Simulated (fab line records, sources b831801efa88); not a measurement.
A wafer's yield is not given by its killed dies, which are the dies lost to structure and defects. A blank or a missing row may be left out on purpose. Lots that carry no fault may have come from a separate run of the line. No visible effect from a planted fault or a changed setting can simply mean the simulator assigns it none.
Which tool is to blame? | flow gf180mcu | 30 wafers from 10 lots sampled at 2 of the route's 602 steps

## WHAT THE GAUGES READ, wafer by wafer
GF_STI_THK_MEAS_04.
lot  | measured    | on           | STI_CVD_03_THK (nm)
L564 | day 1 13:34 | filmMetro-02 | 206.8 207.2 207.7
L567 | day 2 04:36 | filmMetro-01 | 206.4 206.7 206.9
L568 | day 2 09:41 | filmMetro-04 | 208.3 208.1 208.1
L571 | day 3 02:49 | filmMetro-01 | 208.1 208.2 207.0
L572 | day 3 06:34 | filmMetro-04 | 202.5 202.0 202.8
L573 | day 3 12:16 | filmMetro-01 | 208.1 207.6 207.6
L575 | day 3 21:40 | filmMetro-04 | 208.6 207.5 209.0
L581 | day 5 02:34 | filmMetro-04 | 224.9 225.6 225.9
L582 | day 5 07:47 | filmMetro-04 | 223.4 222.8 221.9
L583 | day 5 12:34 | filmMetro-01 | 221.8 221.9 218.7

## EACH LOT AND THE TOOL THAT RAN IT (in order: tool; ch and the chambers of the sampled wafers; start)
lot  | GF_STI_CVD_03
L564 | lpcvd-02 ch 1, day 1 11:34
L567 | lpcvd-01 ch 1, day 2 02:37
L568 | lpcvd-01 ch 1, day 2 07:40
L571 | lpcvd-02 ch 0, day 3 00:49
L572 | lpcvd-01 ch 0, day 3 03:34
L573 | lpcvd-01 ch 0, day 3 09:17
L575 | lpcvd-01 ch 1, day 3 18:40
L581 | lpcvd-01 ch 0, day 5 00:34
L582 | lpcvd-01 ch 1, day 5 05:46
L583 | lpcvd-01 ch 0, day 5 10:34
- GF_STI_CVD_03: deposits Si3N4 from DCS/NH3, target thk 207.16 nm, time 3551 s.

## WHAT THE TOOLS THEMSELVES READ (means of the sampled wafers that have a number; where no wafer has one, the mark that the record gives instead)
GF_STI_CVD_03.
lot  | tool     | zonePowerLowerPct (%)
L564 | lpcvd-02 | 12.5
L567 | lpcvd-01 | 14.0
L568 | lpcvd-01 | 13.8
L571 | lpcvd-02 | 10.9
L572 | lpcvd-01 | 12.9
L573 | lpcvd-01 | 12.9
L575 | lpcvd-01 | 14.0
L581 | lpcvd-01 | 12.8
L582 | lpcvd-01 | 13.9
L583 | lpcvd-01 | 13.0

## THE ANSWER, worked out from the rows above alone
Rule: what is usual is taken from the lots themselves. The widest of any qualifying gaps counts: lots, ordered by their means at a reading, are off when they make up no more than a third of the lots, leave a main group of 4 or more, and stand apart from it by 3 or more times the standard deviation of that group's means. Not used: any main group whose means are identical at the precision the tables above print for the reading. A lot without any number at a reading at which 4 lots or more have one is off too. The other lots that the step has rows for count as sound. Order of review: gauges by route order, followed by the tools' own readings, for which a lot's mean as printed above is used. The first step at which some lot is off is used, and at that step the reading that is off furthest; a lot without a number counts as furthest.
Off: L581, L582, L583, seen at GF_STI_THK_MEAS_04 (STI_CVD_03_THK). The main group has a mean of 206.9 nm with a standard deviation of 1.9.
A tool fits if, at a process step before that reading, it ran every lot that is off, and no sound lot after the first of them. The gauges at GF_STI_THK_MEAS_04 are tried like those tools. One fits: lpcvd-01 at GF_STI_CVD_03. A fault onset in the window from L575 (day 3 18:40, its last sound lot) to L581 (day 5 00:34, its first lot off) fits.

## WHAT THE SIMULATOR HAD PUT IN
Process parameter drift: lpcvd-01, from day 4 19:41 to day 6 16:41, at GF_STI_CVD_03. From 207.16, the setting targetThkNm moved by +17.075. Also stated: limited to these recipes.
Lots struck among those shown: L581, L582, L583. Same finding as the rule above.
